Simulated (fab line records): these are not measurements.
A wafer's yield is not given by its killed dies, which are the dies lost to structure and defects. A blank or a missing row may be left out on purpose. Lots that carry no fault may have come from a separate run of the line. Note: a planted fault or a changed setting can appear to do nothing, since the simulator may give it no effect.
fab line records ; flow sky130 ; part 1 of 2: steps 1 to 24 of 34
record: lots: 5; wafers: 15; last_day: 49
route steps=708 shown VIA1@466 METAL2@483
lots that met no fault: from a run of the same line without faults
start_h: hours from the record's first day to the start of the lot's first wafer shown ; wait_h: time in hours since the lot's previous step ; " identical to the entry in the row above ; L1.1+2: a row that stands for several wafers ; - no value present, or no start provided ; * or withheld: withheld ; < > ~ a bound
route shown NAME@n: NAME is a module with steps in the file, n the number in the route of the first one ; usual: mean and standard deviation over wafers with no fault ; same: alike in all rows ; chamber/n: place in a boat ; sites: per-site readings ; _std_site: standard deviation of those values ; _edge_site: mean of outer sites minus mean of inner sites ; radius_mm: how far each site lies from the wafer's centre ; mask NAME#n: copy n ; behind: tool/chamber where the wafer was last shaped ; hold: cause of the lot's hold/its duration in hours/its outcome ; device: whichever transistor did not switch (one of n, p or np) ; end of line: the same wafers' tests at the end of the route ; for a step that has no rows: nothing shown but its recipe ; killed: count of dies lost to structure and defects at first sort (not the wafer's yield) ; map: per-die view of a wafer (x killed, . not killed, _ where there is no die)
set.NAME: the setting the step ran with; set.NAME@STEP: the setting that earlier step ran with ; model.NAME: the simulator's own value behind a step, which no gauge read
lots at some steps of the route; a table a step, a row a wafer
services: a tool's chamber out of use, with start hour (start_h, from the record's first day; less than 0 if before it), hours out, and reason
== steps ==
step: SKY_VIA1_SOFTBAKE_08
recipe: temp_c: 100; time_s: 90; resist: KrF-thick
usual: chill_plate_temp_C: 23.01/0.1
lot.wafer;tool;chamber;start_h;wait_h;chill_plate_temp_C
L075.1;litho_track-02;0;-;-;22.94
L075.5;litho_track-02;0;-;-;23.00
L075.6;litho_track-02;0;-;-;23.17
L077.2;litho_track-01;0;-;-;23.17
L077.4;litho_track-01;0;-;-;23.24
L077.5;litho_track-01;0;-;-;23.05
L080.1;litho_track-02;0;-;-;23.19
L080.2;litho_track-02;0;-;-;23.04
L080.3;litho_track-02;0;-;-;23.03
L088.3;litho_track-01;0;-;-;22.96
L088.5;litho_track-01;0;-;-;22.92
L088.6;litho_track-01;0;-;-;22.87
L091.2;litho_track-01;0;-;-;23.08
L091.3;litho_track-01;0;-;-;23.09
L091.6;litho_track-01;0;-;-;23.02
step: SKY_VIA1_EXPOSE_09
recipe: mask_id: VIM; na: 0.8; source_shape: annular; sigma_inner: 0.55; sigma_outer: 0.85; target_cd_nm: 150; dose_mj: 38
usual: focus_offset_nm: 0.1/0.47
same: sigma_outer: 0.85
lot.wafer;tool;chamber;start_h;wait_h;mask;focus_offset_nm
L075.1;krf_scanner-02;0;-;-;VIM#0;0.2
L075.5;krf_scanner-02;0;-;-;VIM#0;-0.6
L075.6;krf_scanner-02;0;-;-;VIM#0;0.3
L077.2;krf_scanner-02;0;-;-;VIM#0;0.7
L077.4;krf_scanner-02;0;-;-;VIM#0;-0.6
L077.5;krf_scanner-02;0;-;-;VIM#0;-0.2
L080.1;krf_scanner-01;0;-;-;VIM#0;0.2
L080.2;krf_scanner-01;0;-;-;VIM#0;0.1
L080.3;krf_scanner-01;0;-;-;VIM#0;0.0
L088.3;krf_scanner-01;0;-;-;VIM#0;0.5
L088.5;krf_scanner-01;0;-;-;VIM#0;-0.6
L088.6;krf_scanner-01;0;-;-;VIM#0;0.5
L091.2;krf_scanner-01;0;-;-;VIM#0;0.3
L091.3;krf_scanner-01;0;-;-;VIM#0;0.2
L091.6;krf_scanner-01;0;-;-;VIM#0;-0.2
step: SKY_VIA1_PEB_10
recipe: peb_temp_c: withheld; peb_time_s: withheld; resist: KrF-thick
usual: chill_plate_temp_C: *
lot.wafer;tool;chamber;start_h;wait_h;chill_plate_temp_C
L075.1;litho_track-03;0;-;-;*
L075.5;litho_track-03;0;-;-;*
L075.6;litho_track-03;0;-;-;*
L077.2;litho_track-03;0;-;-;*
L077.4;litho_track-03;0;-;-;*
L077.5;litho_track-03;0;-;-;*
L080.1;litho_track-01;0;-;-;*
L080.2;litho_track-01;0;-;-;*
L080.3;litho_track-01;0;-;-;*
L088.3;litho_track-02;0;-;-;*
L088.5;litho_track-02;0;-;-;*
L088.6;litho_track-02;0;-;-;*
L091.2;litho_track-02;0;-;-;*
L091.3;litho_track-02;0;-;-;*
L091.6;litho_track-02;0;-;-;*
step: SKY_VIA1_DEVELOP_11
recipe: develop_time_s: 60; resist: KrF-thick; dev_temp_c: 21
usual: chill_plate_temp_C: 22.99/0.095
lot.wafer;tool;chamber;start_h;wait_h;chill_plate_temp_C
L075.1;litho_track-03;0;-;-;22.92
L075.5;litho_track-03;0;-;-;22.98
L075.6;litho_track-03;0;-;-;22.99
L077.2;litho_track-03;0;-;-;23.14
L077.4;litho_track-03;0;-;-;23.21
L077.5;litho_track-03;0;-;-;23.04
L080.1;litho_track-01;0;-;-;23.00
L080.2;litho_track-01;0;-;-;23.03
L080.3;litho_track-01;0;-;-;23.10
L088.3;litho_track-02;0;-;-;23.03
L088.5;litho_track-02;0;-;-;23.04
L088.6;litho_track-02;0;-;-;23.14
L091.2;litho_track-02;0;-;-;22.95
L091.3;litho_track-02;0;-;-;23.09
L091.6;litho_track-02;0;-;-;22.92
step: SKY_VIA1_CD_MEAS_12
recipe: target_cd_nm: 150
usual: cd_nm: 150.4/1.8
lot.wafer;tool;chamber;start_h;wait_h;cd_nm
L075.1;cd_sem-01;-;799.28;-;151.8
L075.5;cd_sem-01;-;799.28;-;149.6
L075.6;cd_sem-01;-;799.28;-;149.8
L077.2;cd_sem-01;-;835.25;-;146.9
L077.4;cd_sem-01;-;835.25;-;146.2
L077.5;cd_sem-01;-;835.25;-;146.6
L080.1;cd_sem-01;-;860.36;-;150.2
L080.2;cd_sem-01;-;860.36;-;150.9
L080.3;cd_sem-01;-;860.36;-;151.6
L088.3;cd_sem-01;-;913.54;-;149.6
L088.5;cd_sem-01;-;913.54;-;150.0
L088.6;cd_sem-01;-;913.54;-;149.3
L091.2;cd_sem-01;-;924.62;-;148.4
L091.3;cd_sem-01;-;924.62;-;149.7
L091.6;cd_sem-01;-;924.62;-;148.2
step: SKY_VIA1_OVL_MEAS_13
usual: VIA1_OVL: 0/4.4
lot.wafer;tool;chamber;start_h;wait_h;VIA1_OVL[nm]
L075.1;overlay-01;-;799.40;0.1;-2
L075.5;overlay-01;-;799.40;0.1;3
L075.6;overlay-01;-;799.40;0.1;0
L077.2;overlay-02;-;835.36;0.1;7
L077.4;overlay-02;-;835.36;0.1;4
L077.5;overlay-02;-;835.36;0.1;5
L080.1;overlay-01;-;860.48;0.1;6
L080.2;overlay-01;-;860.48;0.1;-3
L080.3;overlay-01;-;860.48;0.1;-4
L088.3;overlay-01;-;913.63;0.1;4
L088.5;overlay-01;-;913.63;0.1;2
L088.6;overlay-01;-;913.63;0.1;-2
L091.2;overlay-02;-;924.72;0.1;-1
L091.3;overlay-02;-;924.72;0.1;0
L091.6;overlay-02;-;924.72;0.1;9
step: SKY_VIA1_ETCH_14
recipe: chemistry: N2/H2; target: BARC; ion_energy_ev: 200; source_w: 500; bias_w: 100; pressure_mtorr: 30; n2_flow_sccm: 100; h2_flow_sccm: 200; stop_on: SiO2; time_s: 45.9; target_depth_a: 600
usual: bias_w: 100.0/0.32; drypump_motor_current_A: 5.7/0.57; oes_product_au: 0.854/0.0047; throttle_valve_pct: 13.225/0.009
lot.wafer;tool;chamber;start_h;wait_h;bias_w;drypump_motor_current_A;oes_product_au;rf_hours_counter_h;throttle_valve_pct
L075.1;rie_diel-02;1;799.44;0.0;100.2;6.3;0.850;11;13.248
L075.5;rie_diel-02;3;799.44;0.0;99.8;6.3;0.854;-;13.236
L075.6;rie_diel-02;0;799.44;0.0;99.8;5.8;0.855;-;13.233
L077.2;rie_diel-01;0;835.39;0.0;100.0;6.6;0.851;4;13.237
L077.4;rie_diel-01;2;835.39;0.0;100.1;5.1;0.857;27;13.224
L077.5;rie_diel-01;1;835.39;0.0;100.4;5.2;0.856;-;13.209
L080.1;rie_diel-03;2;860.51;0.0;100.1;5.5;0.855;12;13.217
L080.2;rie_diel-03;1;860.51;0.0;100.6;4.7;0.843;8;13.234
L080.3;rie_diel-03;0;860.51;0.0;99.8;4.7;0.854;18;13.241
L088.3;rie_diel-03;3;913.65;0.0;100.2;5.9;0.853;2;13.222
L088.5;rie_diel-03;2;913.65;0.0;100.2;5.5;0.860;-;13.224
L088.6;rie_diel-03;1;913.65;0.0;99.5;4.7;0.860;-;13.221
L091.2;rie_diel-02;2;924.75;0.0;99.8;6.0;0.845;17;13.232
L091.3;rie_diel-02;3;924.75;0.0;99.9;6.3;0.864;14;13.213
L091.6;rie_diel-02;3;924.75;0.0;99.6;6.3;0.852;-;13.232
step: SKY_VIA1_ETCH_15
recipe: target: SiO2; chemistry: C4F8/O2/Ar; target_depth_nm: 351; stop_on: TiN; mask_material: KrF-thick; source_w: 1500; bias_w: 1200; pressure_mtorr: 40; c4f8_flow_sccm: withheld; O2_flow_sccm: 6; Ar_flow_sccm: 300; time_s: 54
usual: bias_w: 1200/3.5; oes_product_au: 0.980/0.0064
lot.wafer;tool;chamber;start_h;wait_h;bias_w;oes_product_au;rf_hours_counter_h
L075.1;rie_diel-02;1;799.48;0.0;1200;0.981;11
L075.5;rie_diel-02;3;799.48;0.0;1202;0.978;-
L075.6;rie_diel-02;0;799.48;0.0;1207;0.981;-
L077.2;rie_diel-01;0;835.43;0.0;1199;0.968;4
L077.4;rie_diel-01;2;835.43;0.0;1199;0.975;27
L077.5;rie_diel-01;1;835.43;0.0;1207;0.988;-
L080.1;rie_diel-03;2;860.56;0.0;1205;0.979;12
L080.2;rie_diel-03;1;860.56;0.0;1201;0.972;8
L080.3;rie_diel-03;0;860.56;0.0;1201;0.980;18
L088.3;rie_diel-03;3;913.70;0.0;1206;0.988;2
L088.5;rie_diel-03;2;913.70;0.0;1200;0.986;-
L088.6;rie_diel-03;1;913.70;0.0;1198;0.970;-
L091.2;rie_diel-02;2;924.80;0.0;1201;0.984;17
L091.3;rie_diel-02;3;924.80;0.0;1198;0.988;14
L091.6;rie_diel-02;3;924.80;0.0;1206;0.988;-
step: SKY_VIA1_STRIP_16
recipe: chemistry: O2/N2; power_w: 1400; pressure_mtorr: 1500; platen_temp_c: withheld; o2_flow_sccm: 3000; n2_flow_sccm: 300; overash_fraction: 0.5
usual: drypump_motor_current_A: 5.78/0.15; oes_product_au: 0.416/0.0047; strip_time_to_endpoint_s: 4.463/0.022
lot.wafer;tool;chamber;start_h;wait_h;drypump_motor_current_A;oes_product_au;rf_hours_counter_h;strip_time_to_endpoint_s
L075.1;plasma_asher-01;1;799.53;0.0;5.77;0.415;5;4.467
L075.5;plasma_asher-01;1;799.53;0.0;5.75;0.413;-;4.477
L075.6;plasma_asher-01;0;799.53;0.0;5.82;0.416;-;4.489
L077.2;plasma_asher-03;1;835.48;0.0;5.62;0.421;68;4.462
L077.4;plasma_asher-03;0;835.48;0.0;6.05;0.419;-;4.459
L077.5;plasma_asher-03;1;835.48;0.0;5.60;0.411;-;4.464
L080.1;plasma_asher-04;1;860.60;0.0;5.81;0.415;42;4.445
L080.2;plasma_asher-04;0;860.60;0.0;5.69;0.414;42;4.434
L080.3;plasma_asher-04;0;860.60;0.0;5.70;0.414;-;4.462
L088.3;plasma_asher-04;0;913.77;0.1;5.68;0.417;-;4.429
L088.5;plasma_asher-04;1;913.77;0.1;5.80;0.416;-;4.459
L088.6;plasma_asher-04;0;913.77;0.1;5.70;0.423;-;4.454
L091.2;plasma_asher-03;1;924.84;0.0;5.57;0.422;77;4.427
L091.3;plasma_asher-03;1;924.84;0.0;5.57;0.425;-;4.485
L091.6;plasma_asher-03;1;924.84;0.0;5.57;0.422;-;4.466
step: SKY_VIA1_STRIP_17
recipe: chemistry: post_etch_residue_remover; time_s: 1200; temp_c: 72.5
usual: bath_heat_duty_pct: 15.4/1.4; temp_c: 72.48/0.13
lot.wafer;tool;chamber;start_h;wait_h;bath_heat_duty_pct;temp_c
L075.1;wet_bench-02;2;799.63;0.1;15.2;72.62
L075.5;wet_bench-02;2;799.63;0.1;12.8;72.70
L075.6;wet_bench-02;2;799.63;0.1;15.8;72.60
L077.2;wet_bench-03;0;835.58;0.1;15.1;72.52
L077.4;wet_bench-03;0;835.58;0.1;15.6;72.58
L077.5;wet_bench-03;0;835.58;0.1;16.7;72.55
L080.1;wet_bench-01;3;860.70;0.1;14.9;72.44
L080.2;wet_bench-01;3;860.70;0.1;15.9;72.31
L080.3;wet_bench-01;3;860.70;0.1;13.8;72.38
L088.3;wet_bench-03;0;913.84;0.0;14.2;72.64
L088.5;wet_bench-03;0;913.84;0.0;16.7;72.61
L088.6;wet_bench-03;0;913.84;0.0;14.3;72.57
L091.2;wet_bench-01;2;924.94;0.1;13.6;72.53
L091.3;wet_bench-01;2;924.94;0.1;13.2;72.50
L091.6;wet_bench-01;2;924.94;0.1;14.5;72.71
step: SKY_VIA1_CLEAN_18
recipe: chemistry: IPA; time_s: 180; temp_c: 25
usual: bath_heat_duty_pct: 6.7/0.87; temp_c: 24.99/0.11
lot.wafer;tool;chamber;start_h;wait_h;bath_heat_duty_pct;temp_c
L075.1;wet_bench-03;2;800.00;0.0;5.5;24.98
L075.5;wet_bench-03;2;800.00;0.0;5.0;24.83
L075.6;wet_bench-03;2;800.00;0.0;4.9;25.07
L077.2;wet_bench-01;1;835.92;0.0;6.5;24.97
L077.4;wet_bench-01;1;835.92;0.0;7.6;24.92
L077.5;wet_bench-01;1;835.92;0.0;6.4;25.12
L080.1;wet_bench-03;3;861.05;0.0;7.5;24.96
L080.2;wet_bench-03;3;861.05;0.0;6.8;25.16
L080.3;wet_bench-03;3;861.05;0.0;7.1;24.93
L088.3;wet_bench-01;0;914.18;0.0;7.7;25.17
L088.5;wet_bench-01;0;914.18;0.0;7.1;24.97
L088.6;wet_bench-01;0;914.18;0.0;6.7;25.10
L091.2;wet_bench-03;1;925.31;0.0;6.4;24.97
L091.3;wet_bench-03;1;925.31;0.0;6.7;24.97
L091.6;wet_bench-03;1;925.31;0.0;6.8;25.10
step: SKY_VIA1_CLEAN_19
recipe: chemistry: O3/DIW; dry: n2_spin
lot.wafer;tool;chamber;start_h;wait_h
L075.1+5+6;wet_bench-02;2;800.06;0.0
L077.2+4+5;wet_bench-03;2;835.98;0.0
L080.1+2+3;wet_bench-01;2;861.10;0.0
L088.3+5+6;wet_bench-03;1;914.24;0.0
L091.2+3+6;wet_bench-01;2;925.37;0.0
step: SKY_VIA1_SPUTTER_20
recipe: material: TiN; target_thk_nm: 20; chamber_pressure_pa: 5; power_w: 4000; time_s: 80
usual: throttle_valve_pct: 30.1/0.74
lot.wafer;tool;chamber;start_h;wait_h;throttle_valve_pct
L075.1;pvd_sputter-02;-;800.16;0.0;30.4
L075.5;pvd_sputter-02;-;800.16;0.0;31.1
L075.6;pvd_sputter-02;-;800.16;0.0;28.4
L077.2;pvd_sputter-04;-;836.07;0.0;29.4
L077.4;pvd_sputter-04;-;836.07;0.0;29.8
L077.5;pvd_sputter-04;-;836.07;0.0;30.0
L080.1;pvd_sputter-04;-;861.20;0.0;31.2
L080.2;pvd_sputter-04;-;861.20;0.0;30.1
L080.3;pvd_sputter-04;-;861.20;0.0;30.3
L088.3;pvd_sputter-01;-;914.33;0.0;30.6
L088.5;pvd_sputter-01;-;914.33;0.0;30.3
L088.6;pvd_sputter-01;-;914.33;0.0;30.6
L091.2;pvd_sputter-02;-;925.47;0.0;31.2
L091.3;pvd_sputter-02;-;925.47;0.0;30.6
L091.6;pvd_sputter-02;-;925.47;0.0;31.2
step: SKY_VIA1_CVD_21
recipe: material: W; target_thk_nm: 270; time_s: 80.902; temp_c: 400; pressure_torr: 40
usual: heater_power_w: 909/41; susceptor_temp_C: 399.98/0.21
lot.wafer;tool;chamber;start_h;wait_h;heater_power_w;susceptor_temp_C
L075.1;cvd_w-01;0;800.22;0.0;980;399.76
L075.5;cvd_w-01;0;800.22;0.0;953;399.82
L075.6;cvd_w-01;1;800.22;0.0;887;400.36
L077.2;cvd_w-02;1;836.13;0.0;935;400.20
L077.4;cvd_w-02;1;836.13;0.0;919;399.74
L077.5;cvd_w-02;1;836.13;0.0;921;399.74
L080.1;cvd_w-01;1;861.26;0.0;884;399.89
L080.2;cvd_w-01;0;861.26;0.0;956;399.88
L080.3;cvd_w-01;1;861.26;0.0;866;400.05
L088.3;cvd_w-02;0;914.46;0.1;890;400.13
L088.5;cvd_w-02;0;914.46;0.1;885;400.51
L088.6;cvd_w-02;0;914.46;0.1;892;399.99
L091.2;cvd_w-02;0;925.53;0.0;858;399.92
L091.3;cvd_w-02;1;925.53;0.0;899;400.01
L091.6;cvd_w-02;1;925.53;0.0;894;400.00
step: SKY_VIA1_RS_MEAS_22
recipe: thk_meas_gauge: four-point-probe; reads: W_of_VIA1_CVD_21+TiN_of_VIA1_SPUTTER_20
usual: VIA1_W_RS: 0.427/0.0051
lot.wafer;tool;chamber;start_h;wait_h;VIA1_W_RS[ohm/sq]
L075.1;film_metro-03;-;800.31;0.1;0.432
L075.5;film_metro-03;-;800.31;0.1;0.437
L075.6;film_metro-03;-;800.31;0.1;0.428
L077.2;film_metro-04;-;836.24;0.1;0.424
L077.4;film_metro-04;-;836.24;0.1;0.434
L077.5;film_metro-04;-;836.24;0.1;0.433
L080.1;film_metro-03;-;861.35;0.1;0.419
L080.2;film_metro-03;-;861.35;0.1;0.428
L080.3;film_metro-03;-;861.35;0.1;0.419
L088.3;film_metro-03;-;914.62;0.1;0.425
L088.5;film_metro-03;-;914.62;0.1;0.427
L088.6;film_metro-03;-;914.62;0.1;0.423
L091.2;film_metro-02;-;925.65;0.1;0.417
L091.3;film_metro-02;-;925.65;0.1;0.427
L091.6;film_metro-02;-;925.65;0.1;0.426
step: SKY_VIA1_THK_MEAS_23
recipe: thk_meas_gauge: xrf; reads: W_of_VIA1_CVD_21
usual: VIA1_W_THK: 269/3.4
lot.wafer;tool;chamber;start_h;wait_h;VIA1_W_THK[nm]
L075.1;film_metro-03;-;800.43;0.1;264
L075.5;film_metro-03;-;800.43;0.1;262
L075.6;film_metro-03;-;800.43;0.1;267
L077.2;film_metro-04;-;836.35;0.1;270
L077.4;film_metro-04;-;836.35;0.1;264
L077.5;film_metro-04;-;836.35;0.1;265
L080.1;film_metro-03;-;861.47;0.1;272
L080.2;film_metro-03;-;861.47;0.1;268
L080.3;film_metro-03;-;861.47;0.1;274
L088.3;film_metro-03;-;914.72;0.1;271
L088.5;film_metro-03;-;914.72;0.1;270
L088.6;film_metro-03;-;914.72;0.1;275
L091.2;film_metro-02;-;925.76;0.1;276
L091.3;film_metro-02;-;925.76;0.1;269
L091.6;film_metro-02;-;925.76;0.1;269
step: SKY_VIA1_CMP_24
recipe: stop_on: SiO2; t_overpolish_s: 15; down_force_psi: 3.5; platen_rpm: 60; target_thk_nm: 0; pad_velocity_m_s: 0.94248
usual: motor_current_A: 10.4/0.98; overpolish_run_s: 15.000/0.0091; time_to_endpoint_s: 67/3.4
lot.wafer;tool;chamber;start_h;wait_h;motor_current_A;overpolish_run_s;time_to_endpoint_s
L075.1;cmp-02;3;800.59;0.1;10.7;14.988;62
L075.5;cmp-02;1;800.59;0.1;10.7;15.010;62
L075.6;cmp-02;2;800.59;0.1;11.0;15.006;62
L077.2;cmp-01;1;836.40;0.0;9.7;15.016;69
L077.4;cmp-01;0;836.40;0.0;11.9;14.986;65
L077.5;cmp-01;1;836.40;0.0;10.1;15.011;67
L080.2;cmp-01;2;861.53;0.0;10.9;15.003;66
L080.3;cmp-01;0;861.53;0.0;12.4;14.989;67
L080.1;cmp-01;1;861.53;0.0;10.3;15.005;68
L088.3;cmp-01;0;914.78;0.1;12.1;15.000;69
L088.5;cmp-01;0;914.78;0.1;11.3;14.988;73
L088.6;cmp-01;1;914.78;0.1;10.3;14.998;74
L091.3;cmp-02;1;925.81;0.0;10.8;15.015;63
L091.2;cmp-02;3;925.81;0.0;10.7;15.002;64
L091.6;cmp-02;1;925.81;0.0;11.0;15.004;66
step: SKY_METAL2_SPUTTER_00
recipe: material: Ti; target_thk_nm: 15; power_w: 3000; time_s: 10; chamber_pressure_pa: 0.4
usual: throttle_valve_pct: 30.5/0.59
lot.wafer;tool;chamber;start_h;wait_h;throttle_valve_pct
L075.1;pvd_sputter-03;-;800.79;0.1;30.2
L075.5;pvd_sputter-03;-;800.79;0.1;31.2
L075.6;pvd_sputter-03;-;800.79;0.1;31.2
L077.2;pvd_sputter-03;-;836.70;0.2;29.9
L077.4;pvd_sputter-03;-;836.70;0.2;31.5
L077.5;pvd_sputter-03;-;836.70;0.2;31.4
L080.1;pvd_sputter-04;-;861.83;0.1;29.6
L080.2;pvd_sputter-04;-;861.83;0.1;30.1
L080.3;pvd_sputter-04;-;861.83;0.1;31.2
L088.3;pvd_sputter-01;-;915.08;0.2;30.0
L088.5;pvd_sputter-01;-;915.08;0.2;30.1
L088.6;pvd_sputter-01;-;915.08;0.2;30.5
L091.2;pvd_sputter-04;-;926.11;0.1;30.1
L091.3;pvd_sputter-04;-;926.11;0.1;30.0
L091.6;pvd_sputter-04;-;926.11;0.1;29.4
step: SKY_METAL2_SPUTTER_01
recipe: material: TiN; target_thk_nm: 20; power_w: 6500; time_s: 16.7; chamber_pressure_pa: 0.4
usual: throttle_valve_pct: 30.4/0.6
lot.wafer;tool;chamber;start_h;wait_h;throttle_valve_pct
L075.1;pvd_sputter-03;-;800.81;0.0;29.6
L075.5;pvd_sputter-03;-;800.81;0.0;31.1
L075.6;pvd_sputter-03;-;800.81;0.0;31.4
L077.2;pvd_sputter-03;-;836.72;0.0;30.1
L077.4;pvd_sputter-03;-;836.72;0.0;31.6
L077.5;pvd_sputter-03;-;836.72;0.0;31.1
L080.1;pvd_sputter-04;-;861.85;0.0;29.6
L080.2;pvd_sputter-04;-;861.85;0.0;30.2
L080.3;pvd_sputter-04;-;861.85;0.0;31.1
L088.3;pvd_sputter-01;-;915.11;0.0;29.8
L088.5;pvd_sputter-01;-;915.11;0.0;30.0
L088.6;pvd_sputter-01;-;915.11;0.0;30.5
L091.2;pvd_sputter-04;-;926.13;0.0;30.1
L091.3;pvd_sputter-04;-;926.13;0.0;30.0
L091.6;pvd_sputter-04;-;926.13;0.0;29.6
step: SKY_METAL2_SPUTTER_02
recipe: material: AlCu; target_thk_nm: 250; power_w: 10600; time_s: 13.3; chamber_pressure_pa: 0.4
usual: throttle_valve_pct: 30.4/0.57
lot.wafer;tool;chamber;start_h;wait_h;throttle_valve_pct
L075.1;pvd_sputter-03;-;800.84;0.0;29.7
L075.5;pvd_sputter-03;-;800.84;0.0;31.3
L075.6;pvd_sputter-03;-;800.84;0.0;31.3
L077.2;pvd_sputter-03;-;836.75;0.0;30.1
L077.4;pvd_sputter-03;-;836.75;0.0;31.3
L077.5;pvd_sputter-03;-;836.75;0.0;31.2
L080.1;pvd_sputter-04;-;861.88;0.0;29.9
L080.2;pvd_sputter-04;-;861.88;0.0;30.3
L080.3;pvd_sputter-04;-;861.88;0.0;31.3
L088.3;pvd_sputter-01;-;915.13;0.0;30.0
L088.5;pvd_sputter-01;-;915.13;0.0;29.9
L088.6;pvd_sputter-01;-;915.13;0.0;30.7
L091.2;pvd_sputter-04;-;926.15;0.0;29.9
L091.3;pvd_sputter-04;-;926.15;0.0;30.2
L091.6;pvd_sputter-04;-;926.15;0.0;29.8
step: SKY_METAL2_SPUTTER_03
recipe: material: Ti; target_thk_nm: 5; power_w: 3000; time_s: 3.3; chamber_pressure_pa: 0.4
usual: throttle_valve_pct: 30.4/0.59
lot.wafer;tool;chamber;start_h;wait_h;throttle_valve_pct
L075.1;pvd_sputter-03;-;800.86;0.0;29.8
L075.5;pvd_sputter-03;-;800.86;0.0;31.1
L075.6;pvd_sputter-03;-;800.86;0.0;31.0
L077.2;pvd_sputter-03;-;836.77;0.0;29.5
L077.4;pvd_sputter-03;-;836.77;0.0;31.3
L077.5;pvd_sputter-03;-;836.77;0.0;31.1
L080.1;pvd_sputter-04;-;861.90;0.0;29.5
L080.2;pvd_sputter-04;-;861.90;0.0;30.0
L080.3;pvd_sputter-04;-;861.90;0.0;31.5
L088.3;pvd_sputter-01;-;915.16;0.0;30.1
L088.5;pvd_sputter-01;-;915.16;0.0;29.8
L088.6;pvd_sputter-01;-;915.16;0.0;30.3
L091.2;pvd_sputter-04;-;926.18;0.0;30.4
L091.3;pvd_sputter-04;-;926.18;0.0;30.1
L091.6;pvd_sputter-04;-;926.18;0.0;29.9
step: SKY_METAL2_SPUTTER_04
recipe: material: TiN; target_thk_nm: 70; power_w: 6500; time_s: 59.24; chamber_pressure_pa: 0.4
usual: throttle_valve_pct: 30.4/0.58
lot.wafer;tool;chamber;start_h;wait_h;throttle_valve_pct
L075.1;pvd_sputter-03;-;800.88;0.0;30.0
L075.5;pvd_sputter-03;-;800.88;0.0;31.1
L075.6;pvd_sputter-03;-;800.88;0.0;31.2
L077.2;pvd_sputter-03;-;836.79;0.0;29.8
L077.4;pvd_sputter-03;-;836.79;0.0;31.1
L077.5;pvd_sputter-03;-;836.79;0.0;31.0
L080.1;pvd_sputter-04;-;861.92;0.0;29.7
L080.2;pvd_sputter-04;-;861.92;0.0;30.5
L080.3;pvd_sputter-04;-;861.92;0.0;31.3
L088.3;pvd_sputter-01;-;915.17;0.0;30.2
L088.5;pvd_sputter-01;-;915.17;0.0;29.7
L088.6;pvd_sputter-01;-;915.17;0.0;30.3
L091.2;pvd_sputter-04;-;926.20;0.0;30.6
L091.3;pvd_sputter-04;-;926.20;0.0;30.1
L091.6;pvd_sputter-04;-;926.20;0.0;29.7
step: SKY_METAL2_RS_MEAS_05
recipe: thk_meas_gauge: four-point-probe; reads: TiN_of_METAL2_SPUTTER_04+Ti_of_METAL2_SPUTTER_03+AlCu_of_METAL2_SPUTTER_02+TiN_of_METAL2_SPUTTER_01+Ti_of_METAL2_SPUTTER_00
usual: METAL2_ALCU_RS: 0.1264/0.001
lot.wafer;tool;chamber;start_h;wait_h;METAL2_ALCU_RS[ohm/sq]
L075.1;film_metro-04;-;800.93;0.0;0.1254
L075.5;film_metro-04;-;800.93;0.0;0.1250
L075.6;film_metro-04;-;800.93;0.0;0.1251
L077.2;film_metro-01;-;836.86;0.0;0.1286
L077.4;film_metro-01;-;836.86;0.0;0.1292
L077.5;film_metro-01;-;836.86;0.0;0.1279
L080.1;film_metro-04;-;861.97;0.0;0.1261
L080.2;film_metro-04;-;861.97;0.0;0.1264
L080.3;film_metro-04;-;861.97;0.0;0.1256
L088.3;film_metro-04;-;915.26;0.1;0.1266
L088.5;film_metro-04;-;915.26;0.1;0.1267
L088.6;film_metro-04;-;915.26;0.1;0.1267
L091.2;film_metro-03;-;926.27;0.0;0.1264
L091.3;film_metro-03;-;926.27;0.0;0.1264
L091.6;film_metro-03;-;926.27;0.0;0.1252
step: SKY_METAL2_THK_MEAS_06
recipe: thk_meas_gauge: xrf; reads: AlCu_of_METAL2_SPUTTER_02
usual: METAL2_ALCU_THK: 252.1/2.3
lot.wafer;tool;chamber;start_h;wait_h;METAL2_ALCU_THK[nm]
L075.1;film_metro-04;-;801.05;0.1;251.9
L075.5;film_metro-04;-;801.05;0.1;252.7
L075.6;film_metro-04;-;801.05;0.1;252.6
L077.2;film_metro-01;-;836.97;0.1;250.0
L077.4;film_metro-01;-;836.97;0.1;245.1
L077.5;film_metro-01;-;836.97;0.1;251.8
L080.1;film_metro-04;-;862.09;0.1;252.2
L080.2;film_metro-04;-;862.09;0.1;249.6
L080.3;film_metro-04;-;862.09;0.1;253.3
L088.3;film_metro-04;-;915.36;0.1;251.2
L088.5;film_metro-04;-;915.36;0.1;252.6
L088.6;film_metro-04;-;915.36;0.1;251.2
L091.2;film_metro-03;-;926.38;0.1;251.6
L091.3;film_metro-03;-;926.38;0.1;251.8
L091.6;film_metro-03;-;926.38;0.1;253.4
